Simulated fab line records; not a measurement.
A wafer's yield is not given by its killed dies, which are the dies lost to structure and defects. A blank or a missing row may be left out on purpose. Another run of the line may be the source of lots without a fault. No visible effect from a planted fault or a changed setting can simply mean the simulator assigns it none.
fab line records ; flow sky130
record lots=13; wafers=39; last-day=50
route steps=708 shown VIA3@594 VIA4@655 METAL5@663 PAD_OPEN@708
lots with no fault: from the same line, run without faults
start-h: the number of hours between the record's first day and the start of the first shown wafer of the lot ; wait-h: hours since the lot's step before ; " same as the row above ; L1.1+2: a row that stands for several wafers ; - value missing, or start not given ; * or withheld: withheld ; < > ~ a bound
route shown NAME@n: NAME is a module with steps in the file, n the number in the route of the first one ; usual: mean and standard deviation over wafers with no fault ; same: alike in all rows ; chamber/n: place in a boat ; sites: per-site readings ; _std_site: standard deviation of those values ; _edge_site: the outer-site mean with the inner-site mean subtracted ; radius-mm: how far each site lies from the wafer's centre ; mask NAME#n: copy n ; behind: the tool/chamber that last shaped the wafer ; hold: the reason the lot was held/the length of the hold in hours/how it ended ; device: transistor that didn't switch, given as n, p or np ; end of line: the route-end tests of the same wafers ; where a step has no rows: the recipe by itself ; killed: dies that structure and defects cost at the first sort, which is not the same as the wafer's yield ; map: per-die view of a wafer (x killed, . not killed, _ where there is no die)
set.NAME: the setting that was run; set.NAME@STEP: the one run at that earlier step ; model.NAME: the simulator's own value behind a step, which no gauge read
route steps across a sampled set of lots; one table per step, one row per wafer
services: the hour from which a tool's chamber was out of use, counted from the record's first day as start-h (under 0 if before that day), plus the number of hours and why
## steps
# step SKY_VIA3_CVD_21
# recipe material=W; target-thk-nm=390; time-s=117.31; temp-c=400; pressure-torr=40
# usual heater-power-w=868/120
# same time-s=117.31
lot.wafer;tool;chamber;start-h;wait-h;heater-power-w
L652.2;cvd-w-01;0;918.57;0.0;1034
L652.4;cvd-w-01;0;918.57;0.0;1013
L652.5;cvd-w-01;1;918.57;0.0;780
L651.2;cvd-w-01;1;922.02;0.0;782
L651.3;cvd-w-01;0;922.02;0.0;1014
L651.5;cvd-w-01;1;922.02;0.0;778
L653.1;cvd-w-01;1;936.24;0.0;775
L653.4;cvd-w-01;1;936.24;0.0;777
L653.5;cvd-w-01;1;936.24;0.0;763
L657.2;cvd-w-01;1;970.58;0.0;773
L657.5;cvd-w-01;1;970.58;0.0;771
L657.6;cvd-w-01;0;970.58;0.0;1039
L656.3;cvd-w-02;1;971.00;0.1;725
L656.5;cvd-w-02;0;971.00;0.1;850
L656.6;cvd-w-02;1;971.00;0.1;723
L664.4;cvd-w-02;0;1018.85;0.1;854
L664.5;cvd-w-02;0;1018.85;0.1;859
L664.6;cvd-w-02;1;1018.85;0.1;714
L668.1;cvd-w-01;1;1039.14;0.0;778
L668.3;cvd-w-01;1;1039.14;0.0;790
L668.5;cvd-w-01;0;1039.14;0.0;1014
L669.2;cvd-w-01;0;1050.45;0.0;1038
L669.3;cvd-w-01;0;1050.45;0.0;1047
L669.4;cvd-w-01;1;1050.45;0.0;794
L670.1;cvd-w-02;1;1069.97;0.0;730
L670.4;cvd-w-02;1;1069.97;0.0;744
L670.5;cvd-w-02;1;1069.97;0.0;713
L672.2;cvd-w-01;1;1075.25;0.0;788
L672.5;cvd-w-01;1;1075.25;0.0;781
L672.6;cvd-w-01;0;1075.25;0.0;1044
L673.1;cvd-w-01;1;1075.96;0.0;798
L673.3;cvd-w-01;0;1075.96;0.0;1013
L673.5;cvd-w-01;0;1075.96;0.0;1075
L671.1;cvd-w-02;0;1077.93;0.0;853
L671.4;cvd-w-02;0;1077.93;0.0;851
L671.5;cvd-w-02;0;1077.93;0.0;864
L674.2;cvd-w-02;1;1081.71;0.0;717
L674.3;cvd-w-02;1;1081.71;0.0;719
L674.5;cvd-w-02;1;1081.71;0.0;712
# step SKY_VIA3_RS_MEAS_22
# recipe thk-meas-gauge=four-point-probe; reads=W_of_VIA3_CVD_21+TiN_of_VIA3_SPUTTER_20
# usual VIA3_W_RS=0.296/0.004
lot.wafer;tool;chamber;start-h;wait-h;VIA3_W_RS[ohm/sq]
L652.2;film-metro-02;-;918.71;0.1;0.289
L652.4;film-metro-02;-;918.71;0.1;0.291
L652.5;film-metro-02;-;918.71;0.1;0.294
L651.2;film-metro-02;-;922.17;0.1;0.297
L651.3;film-metro-02;-;922.17;0.1;0.296
L651.5;film-metro-02;-;922.17;0.1;0.296
L653.1;film-metro-02;-;936.36;0.1;0.296
L653.4;film-metro-02;-;936.36;0.1;0.304
L653.5;film-metro-02;-;936.36;0.1;0.297
L657.2;film-metro-03;-;970.72;0.1;0.295
L657.5;film-metro-03;-;970.72;0.1;0.295
L657.6;film-metro-03;-;970.72;0.1;0.296
L656.3;film-metro-03;-;971.12;0.1;0.298
L656.5;film-metro-03;-;971.12;0.1;0.306
L656.6;film-metro-03;-;971.12;0.1;0.298
L664.4;film-metro-01;-;1018.99;0.1;0.301
L664.5;film-metro-01;-;1018.99;0.1;0.299
L664.6;film-metro-01;-;1018.99;0.1;0.299
L668.1;film-metro-01;-;1039.26;0.1;0.297
L668.3;film-metro-01;-;1039.26;0.1;0.298
L668.5;film-metro-01;-;1039.26;0.1;0.293
L669.2;film-metro-02;-;1050.59;0.1;0.289
L669.3;film-metro-02;-;1050.59;0.1;0.292
L669.4;film-metro-02;-;1050.59;0.1;0.293
L670.1;film-metro-02;-;1070.09;0.1;0.297
L670.4;film-metro-02;-;1070.09;0.1;0.300
L670.5;film-metro-02;-;1070.09;0.1;0.295
L672.2;film-metro-03;-;1075.39;0.1;0.301
L672.5;film-metro-03;-;1075.39;0.1;0.300
L672.6;film-metro-03;-;1075.39;0.1;0.296
L673.1;film-metro-03;-;1076.09;0.1;0.301
L673.3;film-metro-03;-;1076.09;0.1;0.297
L673.5;film-metro-03;-;1076.09;0.1;0.296
L671.1;film-metro-03;-;1078.05;0.1;0.302
L671.4;film-metro-03;-;1078.05;0.1;0.306
L671.5;film-metro-03;-;1078.05;0.1;0.306
L674.2;film-metro-02;-;1081.86;0.1;0.298
L674.3;film-metro-02;-;1081.86;0.1;0.296
L674.5;film-metro-02;-;1081.86;0.1;0.297
# step SKY_VIA4_CLEAN_16
# recipe chemistry=O3/DIW; dry=n2-spin
lot.wafer;tool;chamber;start-h;wait-h
L652.2+4+5;wet-bench-01;3;992.96;0.0
L651.2+3+5;wet-bench-02;3;997.74;0.0
L653.1+4+5;wet-bench-03;3;1011.77;0.0
L657.2+5+6;wet-bench-03;0;1041.05;0.0
L656.3+5+6;wet-bench-02;1;1043.36;0.0
L664.4+5+6;wet-bench-03;2;1086.81;0.0
L668.1+3+5;wet-bench-02;3;1106.08;0.0
L669.2+3+4;wet-bench-02;0;1117.31;0.0
L670.1+4+5;wet-bench-02;2;1132.97;0.0
L672.2+5+6;wet-bench-03;3;1137.67;0.0
L673.1+3+5;wet-bench-02;3;1139.22;0.0
L671.1+4+5;wet-bench-02;3;1140.32;0.0
L674.2+3+5;wet-bench-03;3;1144.12;0.0
# step SKY_METAL5_SPUTTER_02
# recipe material=AlCu; target-thk-nm=1150; power-w=10600; time-s=61.2; chamber-pressure-pa=0.4
# usual cathode-dc-power-W=10600/1.9; throttle-valve-pct=29.8/1.3
# same time-s=61.2
lot.wafer;tool;chamber;start-h;wait-h;cathode-dc-power-W;throttle-valve-pct
L652.2;pvd-sputter-03;-;993.79;0.0;10599;30.1
L652.4;pvd-sputter-03;-;993.79;0.0;10600;29.8
L652.5;pvd-sputter-03;-;993.79;0.0;10599;27.5
L651.2;pvd-sputter-02;-;998.58;0.0;10601;28.5
L651.3;pvd-sputter-02;-;998.58;0.0;10596;30.5
L651.5;pvd-sputter-02;-;998.58;0.0;10598;30.8
L653.1;pvd-sputter-02;-;1012.76;0.0;10600;30.3
L653.4;pvd-sputter-02;-;1012.76;0.0;10602;32.2
L653.5;pvd-sputter-02;-;1012.76;0.0;10600;28.5
L657.2;pvd-sputter-03;-;1041.98;0.0;10600;29.5
L657.5;pvd-sputter-03;-;1041.98;0.0;10601;27.7
L657.6;pvd-sputter-03;-;1041.98;0.0;10601;29.6
L656.3;pvd-sputter-03;-;1044.20;0.0;10602;29.4
L656.5;pvd-sputter-03;-;1044.20;0.0;10602;30.1
L656.6;pvd-sputter-03;-;1044.20;0.0;10602;29.5
L664.4;pvd-sputter-02;-;1087.65;0.0;10600;32.2
L664.5;pvd-sputter-02;-;1087.65;0.0;10601;30.8
L664.6;pvd-sputter-02;-;1087.65;0.0;10602;32.2
L668.1;pvd-sputter-02;-;1106.91;0.0;10601;31.9
L668.3;pvd-sputter-02;-;1106.91;0.0;10602;30.8
L668.5;pvd-sputter-02;-;1106.91;0.0;10599;30.7
L669.2;pvd-sputter-04;-;1118.15;0.0;10599;30.4
L669.3;pvd-sputter-04;-;1118.15;0.0;10600;29.2
L669.4;pvd-sputter-04;-;1118.15;0.0;10600;27.5
L670.1;pvd-sputter-02;-;1133.81;0.0;10596;30.7
L670.4;pvd-sputter-02;-;1133.81;0.0;10598;28.6
L670.5;pvd-sputter-02;-;1133.81;0.0;10600;28.5
L672.2;pvd-sputter-02;-;1138.76;0.0;10603;28.5
L672.5;pvd-sputter-02;-;1138.76;0.0;10598;28.7
L672.6;pvd-sputter-02;-;1138.76;0.0;10595;30.2
L673.1;pvd-sputter-04;-;1140.05;0.0;10601;29.3
L673.3;pvd-sputter-04;-;1140.05;0.0;10601;29.9
L673.5;pvd-sputter-04;-;1140.05;0.0;10598;27.6
L671.1;pvd-sputter-04;-;1141.55;0.0;10601;27.4
L671.4;pvd-sputter-04;-;1141.55;0.0;10604;29.6
L671.5;pvd-sputter-04;-;1141.55;0.0;10599;27.8
L674.2;pvd-sputter-03;-;1144.95;0.0;10600;29.1
L674.3;pvd-sputter-03;-;1144.95;0.0;10599;27.5
L674.5;pvd-sputter-03;-;1144.95;0.0;10604;30.5
# step SKY_PAD_OPEN_PROBE_99
# usual defect-limited-yield=82.5/1.9; killed_at_M0_to_M3=43/6.6; killed_at_M4_up=3.0/1.8; killed-at-contacts=24/5.1; killed-at-front-end=16/4.5; killed-at-other=0.3/0.67; killed-dies=86/9.3; killed-open=47/6.9; killed-short=39/6.6; sort_bin_3_pad_short=0.9/0.41; sort_bin_5_function=10.4/1.4; sort_bin_6_memory=6.2/1.1; sort-n-pass=406/9.3; sort-yield-pct=82.5/1.9
# same gross-dies=492; killed-at-back-side=0; sort_bin_4_leakage[%]=0; sort_bin_8_speed[%]=0
lot.wafer;tool;chamber;start-h;wait-h;defect-limited-yield[%];killed_at_M0_to_M3;killed_at_M4_up;killed-at-contacts;killed-at-front-end;killed-at-other;killed-dies;killed-open;killed-short;sort_bin_3_pad_short[%];sort_bin_5_function[%];sort_bin_6_memory[%];sort-n-pass;sort-yield-pct[%]
L656.3;prober-02;-;1110.68;0.2;74.2;51;48;16;11;1;127;34;47;2.8;15.7;7.3;365;74.2
L656.5;prober-02;-;1110.78;0.2;74.4;50;42;21;13;0;126;48;37;2.6;15.0;7.9;366;74.4
L656.6;prober-02;-;1110.83;0.2;76.4;46;44;16;10;0;116;37;38;1.6;15.0;6.9;376;76.4
# killed by level:class
L656.3 VIA4:unspecified=46 VIA1:geometric-particle:open=9 VIA3:geometric-particle:open=9 METAL1:geometric-particle:short=8 VIA1:geometric-particle:short=8 METAL2:geometric-particle:short=8 LOCAL_INTERCONNECT:geometric-particle:short=7 FIELD_ISO:geometric-particle:short=5
L656.5 VIA4:unspecified=41 VIA1:geometric-particle:open=12 VIA3:geometric-particle:open=9 LOCAL_INTERCONNECT:geometric-particle:short=8 METAL1:geometric-particle:short=8 CONTACT:geometric-particle:open=7 VIA2:geometric-particle:open=5 POLY_GATE:geometric-particle:short=4
L656.6 VIA4:unspecified=40 VIA1:geometric-particle:open=11 VIA3:geometric-particle:open=6 VIA1:geometric-particle:short=6 VIA3:geometric-particle:short=5 LI_CONTACT:geometric-particle:open=4 METAL2:geometric-particle:short=4 LOCAL_INTERCONNECT:geometric-particle:short=4
## services
tool;chamber;start-h;hours;kind
cvd-w-02;-;894.68;6.0;pm
pvd-sputter-02;-;897.00;0.5;repair
cvd-w-01;-;904.00;14.0;pm
cvd-w-01;0;904.00;14.0;vent-cycle
cvd-w-01;1;904.00;14.0;vent-cycle
pvd-sputter-02;3;915.11;-;consumable-replace:kit
pvd-sputter-02;3;915.11;18.0;scheduled-down
pvd-sputter-02;3;915.11;18.0;vent-cycle
cvd-w-01;0;918.00;-;clean
cvd-w-01;1;918.00;-;clean
cvd-w-02;-;932.56;0.4;repair
pvd-sputter-02;-;935.76;6.9;repair
cvd-w-02;-;950.81;0.6;repair
pvd-sputter-02;-;952.41;2.5;repair
pvd-sputter-04;-;964.62;3.7;repair
cvd-w-02;-;988.14;0.3;repair
cvd-w-01;1;1009.28;8.0;repair
cvd-w-02;0;1010.90;3.6;repair
pvd-sputter-04;-;1014.41;4.7;repair
wet-bench-02;-;1016.85;0.6;repair
pvd-sputter-02;2;1038.39;-;consumable-replace:kit
pvd-sputter-04;-;1057.39;1.8;repair
wet-bench-02;-;1076.34;0.5;repair
pvd-sputter-02;-;1124.88;1.7;repair
## key
first-sign step=SKY_PAD_OPEN_PROBE_99; reading=killed_at_M4_up; direction=up; sigmas=23; usual=3.0; struck=44.7
effect step=SKY_PAD_OPEN_PROBE_99; reading=sort-n-pass; direction=down; sigmas=4; usual=406; struck=369
met-at SKY_VIA4_CLEAN_16
struck-lots L656
struck-wafers L656.3,L656.5,L656.6
not-acting-at SKY_VIA3_CVD_21,SKY_VIA3_RS_MEAS_22,SKY_METAL5_SPUTTER_02
fault kind=chamber-particle-source; tool=wet-bench-02; chamber=1; onset-h=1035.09; steps=SKY_VIA4_CLEAN_16; rate-per-visit-cm2=0.52285; end-h=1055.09
